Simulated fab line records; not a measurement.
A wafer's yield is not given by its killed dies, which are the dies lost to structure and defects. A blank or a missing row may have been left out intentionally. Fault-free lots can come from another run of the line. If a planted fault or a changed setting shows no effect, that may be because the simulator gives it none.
A lot that was struck, set against a sound lot :: flow sky130 :: 14 out of 708 route steps
Sound: wafers L715.1, L715.2, L715.6. Wafers L711.1, L711.2, L711.4 were the ones struck. The cause is named last.
At each step with rows: each side's tool, then ch and its chambers, then its first start. Under that, the readings that differ: sound wafers :: struck wafers :: difference of the means :: sigmas: that difference in standard deviations of wafers without a fault.
alike: readings whose means differ by less than 2 such deviations, and words and numbers that are the same on both sides. not compared: withheld readings, readings that some wafer has no value for, bounds like >300 that may hide the same value, and numbers for which the record gives no deviation and whose values overlap.
Wherever a step has rows on one side only, a row that says differs or no value, or a row with sigmas, the two part there. Numbers that don't overlap but have no deviation are shown without sigmas and don't part them. A reading missing from all wafers of one side parts the sides only when that side holds two or more wafers.

first, 3 steps without rows for these wafers: SKY_METAL1_EXPOSE_12 (exposes mask MM1, target cd 140 nm); SKY_METAL1_PEB_13; SKY_METAL1_DEVELOP_14 (develop time 60 s).
SKY_METAL1_CD_MEAS_15 targets a cd of 140 nm.
  sound on cd_sem-02, day 38 19:07; struck on cd_sem-01, day 38 09:53
  alike: cd_nm
SKY_METAL1_OVL_MEAS_16:
  sound on overlay-02, day 38 19:14; struck on overlay-01, day 38 10:01
  alike: METAL1_OVL
SKY_METAL1_DESCUM_17: chemistry O2, time 8 s.
  sound on rie_metal-04 ch 0,1, day 38 19:17; struck on rie_metal-03 ch 0,1, day 38 10:03
  alike: drypump_motor_current_A, oes_product_au
  not compared: rf_hours_counter_h
SKY_METAL1_ETCH_18: etches BARC in N2/H2, stops on SiO2, time 47.55 s, target depth 60 nm.
  sound on rie_metal-04 ch 0,1, day 38 19:19; struck on rie_metal-03 ch 0,1, day 38 10:05
  alike: drypump_motor_current_A, oes_product_au, throttle_valve_pct
  not compared: rf_hours_counter_h
SKY_METAL1_METAL_ETCH_19: etches the open film in Cl2/BCl3, stops on SiO2, target depth 360 nm, time 78 s.
  sound on rie_metal-04 ch 0,1, day 38 19:22; struck on rie_metal-03 ch 0,1, day 38 10:08
  alike: drypump_motor_current_A, oes_product_au, throttle_valve_pct
  not compared: rf_hours_counter_h
SKY_METAL1_STRIP_20: strips in O2/N2.
  sound on plasma_asher-03 ch 0,1, day 38 19:28; struck on plasma_asher-01 ch 0,1, day 38 10:14
  alike: drypump_motor_current_A, oes_product_au, strip_time_to_endpoint_s
  not compared: rf_hours_counter_h
then, 3 steps without rows for these wafers: SKY_METAL1_STRIP_21 (strips in post etch residue remover, time 1200 s); SKY_METAL1_CLEAN_22 (cleans in IPA, time 180 s); SKY_METAL1_CLEAN_23 (cleans in O3/DIW).
SKY_VIA1_HDPCVD_00: deposits SiO2, target thk 1030 nm, time 171.7 s.
  sound on hdpcvd-01 ch 0,2, day 38 20:14; struck on hdpcvd-02 ch 1,2, day 38 10:55
  no value came back on the struck wafers for pressure_mtorr (mTorr), run_length_s (s), time_s (s); on the sound wafers pressure_mtorr (mTorr) reads 5.994 5.990 6.004
SKY_PAD_OPEN_PROBE_99:
  rows exist in the record for the sound wafers here (prober-02, day 50 05:51), none for the struck ones

== WHERE THEY PART ==
At SKY_VIA1_HDPCVD_00 first; at SKY_PAD_OPEN_PROBE_99 last (within this record only).

WHY: whatever the simulator had introduced
Beginning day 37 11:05, the whole step at SKY_VIA1_HDPCVD_00 was skipped on hdpcvd-02. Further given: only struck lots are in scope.
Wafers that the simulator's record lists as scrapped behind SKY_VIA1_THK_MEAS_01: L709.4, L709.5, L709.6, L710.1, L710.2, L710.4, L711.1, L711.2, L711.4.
